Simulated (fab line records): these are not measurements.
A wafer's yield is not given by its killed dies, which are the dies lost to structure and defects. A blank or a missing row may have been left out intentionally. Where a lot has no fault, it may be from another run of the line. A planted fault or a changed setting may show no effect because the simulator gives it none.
Problem report in the 8D (eight disciplines) form, filled by code ; flow gf180mcu ; the parts of the form that need people (team, actions taken, sign-off) are left out

1. THE PROBLEM
On 2 wafers of 1 lot, oes-product-au at GF_M5_METAL_ETCH_10 has a mean of 0.708 a.u.; fault-free wafers read 0.974 a.u., standard deviation 0.0063. That is -42 standard deviations from the usual mean.
The step: etches the open film in Cl2/BCl3, stops on SiO2, target depth 627.5 nm, time 104.6 s.
First observed at day 32 02:30: wafer L383.2, on rie-metal-04. Wafers with a number at this step in the record: 35, from 12 lots. The rule behind "out" and "out of limits": a value lying over 4 standard deviations away from the usual mean. The rest of the wafers with a number are treated as sound.

2. WHAT IT IS, AND WHAT IT ISN'T
question;is;is not
which readings at this step;oes-product-au, throttle-valve-pct;drypump-motor-current-A, he-backside-leak-sccm
which lots;L383;L363, L365, L366, L368, L369, L370, L372, L373, L374, L375, L384
which wafers of those lots;all that have a number;-
read on which tools;rie-metal-04;rie-metal-01, rie-metal-02
when;from day 32 02:30;"up to then (30 sound wafers); but 3 sound wafers of L384 came after"

3. SUSPECTS, AND WHAT RULES EACH OUT
Counting: a tool at a process step up to the reading stays a suspect if it ran every lot that is out and no sound lot after the first of them.
- pvd-sputter-03 at GF_V4_SPUTTER_21 (material Ti, target thk 15 nm, time 80.02 s): kept. It ran the lot that is out, L383 (day 30 15:11), and no sound lot after that; its last sound lot up to then is L374 (day 27 22:48).
- pvd-sputter-04 at GF_MIM_SPUTTER_02 (material AlCu, target thk 450 nm, time 23.9 s): kept. It ran the lot that is out, L383 (day 30 16:01), and no sound lot after that; its last sound lot up to then is L374 (day 27 23:39).
- rie-metal-04 at GF_M5_METAL_ETCH_10 (etches the open film in Cl2/BCl3, stops on SiO2, target depth 627.5 nm, time 104.6 s): ruled out as a lasting fault. Following L383 (day 32 02:30), the first lot on it that is out, the sound lots L384 were run on it.
After counting, pvd-sputter-03 at GF_V4_SPUTTER_21 and pvd-sputter-04 at GF_MIM_SPUTTER_02 remain.

4. THE CAUSE (what the simulator had put in)
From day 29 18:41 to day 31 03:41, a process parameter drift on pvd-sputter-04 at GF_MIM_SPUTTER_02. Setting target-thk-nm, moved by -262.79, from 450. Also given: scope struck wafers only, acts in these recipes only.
Of the 2 suspects that counting leaves, this tool is one.

5. THE CHAIN OF EFFECTS, in route order
One row per reading whose mean, taken over the struck wafers that have a number, lies over 3 standard deviations from the usual. Readings are gone through only where the record gives a usual standard deviation; hours: the median, over the lots, of the time from a lot's start at the first step in this table giving one to that lot's start at this step; sigmas: the change measured in usual standard deviations.
hours;step;reading;usual;on struck wafers;change;sigmas
0;GF_M5_METAL_ETCH_10;oes-product-au;0.974 a.u.;0.708;-0.266;-42
0;GF_M5_METAL_ETCH_10;throttle-valve-pct;28.248 %;28.522;+0.274;+25
It contains these process steps:
- GF_M5_METAL_ETCH_10: etches the open film in Cl2/BCl3, stops on SiO2, target depth 627.5 nm, time 104.6 s.

6. HOW IT WOULD HAVE BEEN CAUGHT EARLIER
First out-of-limits reading in this record: day 32 02:30, which is 56 hours after fault onset at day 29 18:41.
An alarm limit of 4 standard deviations would not have fired on the tool readings at GF_MIM_SPUTTER_02 for which the record gives a usual standard deviation, since none of them was out on any struck wafer.
Each of the lots that are out, 1 in all, had begun GF_MIM_SPUTTER_02 on pvd-sputter-04 no later than day 32 02:30. Tool hold at that time: it would have spared none of them.
